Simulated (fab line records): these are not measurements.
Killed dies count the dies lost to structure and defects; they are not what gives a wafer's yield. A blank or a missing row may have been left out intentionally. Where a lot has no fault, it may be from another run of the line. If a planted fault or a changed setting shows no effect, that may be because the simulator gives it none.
Struck lot and sound lot, side by side -- flow sky130 -- 15 out of 708 route steps
Sound: these wafers, L255.2, L255.3, L255.6. Wafers struck: L269.1, L269.2, L269.3. At the end, the cause is stated.
For every step that has rows: the tool of each side, followed by ch and its chambers, followed by its first start. Under that, the readings that differ: sound wafers -- struck wafers -- difference of the means -- sigmas: that difference in standard deviations of wafers without a fault.
alike: same words and numbers on both sides, and readings whose means sit less than 2 such deviations apart. not compared: any withheld reading, any reading some wafer has no value for, any bound like >300 that may hide the same value, and any number with overlapping values for which the record gives no deviation.
A row with sigmas, a row that says differs or no value, or rows on one side alone: a step with any of these is where the two part. Non-overlapping numbers with no deviation appear without sigmas and do not part them. A reading missing from all wafers of one side parts the sides only when that side holds two or more wafers.

first, 6 steps without rows for these wafers: SKY_GATE_OXIDE_HMDS_04 (prime time 60 s); SKY_GATE_OXIDE_COAT_05 (resist thk 1140 nm); SKY_GATE_OXIDE_SOFTBAKE_06 (time 60 s); SKY_GATE_OXIDE_EXPOSE_07 (exposes mask LVOM, target cd 600 nm); SKY_GATE_OXIDE_PEB_08; SKY_GATE_OXIDE_DEVELOP_09 (develop time 60 s).
SKY_GATE_OXIDE_OVL_MEAS_10:
  sound on overlay-01 at day 14 08:03; struck on overlay-02 at day 19 07:48
  alike: GATE_OXIDE_OVL
then, 2 steps without rows for these wafers: SKY_GATE_OXIDE_IMPLANT_11; SKY_GATE_OXIDE_WET_ETCH_12 (etches SiO2 in dHF, target depth 16.8 nm, time 336 s).
SKY_GATE_OXIDE_STRIP_13: strips in O2/N2.
  sound on plasma-asher-04 ch 0,1, day 14 08:20; struck on plasma-asher-03 ch 0,1, day 19 08:06
  alike: chamber-pressure-mTorr, drypump-motor-current-A, oes-product-au, strip-time-to-endpoint-s
  not compared: rf-hours-counter-h
SKY_GATE_OXIDE_TW_MEAS_14:
  sound on film-metro-04 at day 14 08:27; struck on film-metro-02 at day 19 08:12
  alike: GATE_OXIDE_TW
then, 1 step without rows for these wafers: SKY_GATE_OXIDE_CLEAN_15 (cleans in SC1/SC2, time 150 s).
SKY_GATE_OXIDE_OXIDATION_16: stabilise 600 s, purge 300 s, target thk 3.57 nm.
  sound on furnace-02 ch 0, day 14 08:47; struck on furnace-01 ch 0, day 19 08:19
reading,sound,struck,difference,sigmas
spike-tc-bottom-C (C),814.4 814.1 815.1,825.0 823.8 820.9,+8.7,+4
spike-tc-centre-C (C),799.8 799.8 799.5,804.1 805.6 805.5,+5.4,+5
spike-tc-lower-C (C),800.8 800.4 800.5,766.5 766.1 767.0,-34.0,-34
zone-power-bottom-pct (%),23.05 22.85 23.48,27.44 27.38 27.00,+4.15,+15
zone-power-lower-pct (%),15.9 15.7 16.1,3.2 3.1 3.3,-12.7,-11
model.SiO2_of_GATE_OXIDE_OXIDATION_01.thk-nm (nm),11.44 11.4 11.32,11.51 11.59 11.8,+0.25,
  alike: ramp-down-c-per-min
then, 1 step without rows for these wafers: SKY_POLY_GATE_CVD_00 (deposits poly-Si, target thk 180 nm, time 720 s).
-- here the record skips 30 days between the struck wafers' starts before and after, leaving off in module POLY_GATE and picking up in module PAD_OPEN (first step shown: number 708 of the route) --
SKY_PAD_OPEN_PROBE_99:
  sound on prober-01 at day 46 08:43; struck on prober-01 at day 49 13:55
reading,sound,struck,difference,sigmas
model.etest.tip-sonos.rs-ohm-sq,2598 2570 2541,2602 2627 2691,+70,
model.etest.sram-nfet-pass.drive-ua-um,495.8 502.8 485.2,503.9 509.7 508.1,+12.6,
model.etest.nfet-g5v0d10v5.drive-ua-um,616.5 620 626,610.4 616.3 600.8,-11.7,
  alike: killed_at_M0_to_M3, killed_at_M4_up, killed-at-contacts, killed-at-front-end, killed-at-other, killed-dies, killed-open, killed-short
  not compared: model.etest.nfet_01v8.r-on-ohm-um, model.etest.nfet_01v8_lvt.drive-ua-um, model.etest.nfet_01v8_turned.drive-ua-um, model.etest.nfet_01v8_swapped.drive-ua-um, model.etest.nfet_01v8.drive-ua-um

== WHERE THEY PART ==
At SKY_GATE_OXIDE_OXIDATION_16 and nowhere else, as far as this record goes. Later steps at which nothing parts them and some readings are alike: SKY_PAD_OPEN_PROBE_99.

WHY: the cause the simulator had injected
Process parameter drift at SKY_GATE_OXIDE_OXIDATION_16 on furnace-01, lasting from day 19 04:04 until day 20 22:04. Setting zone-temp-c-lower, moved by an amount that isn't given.
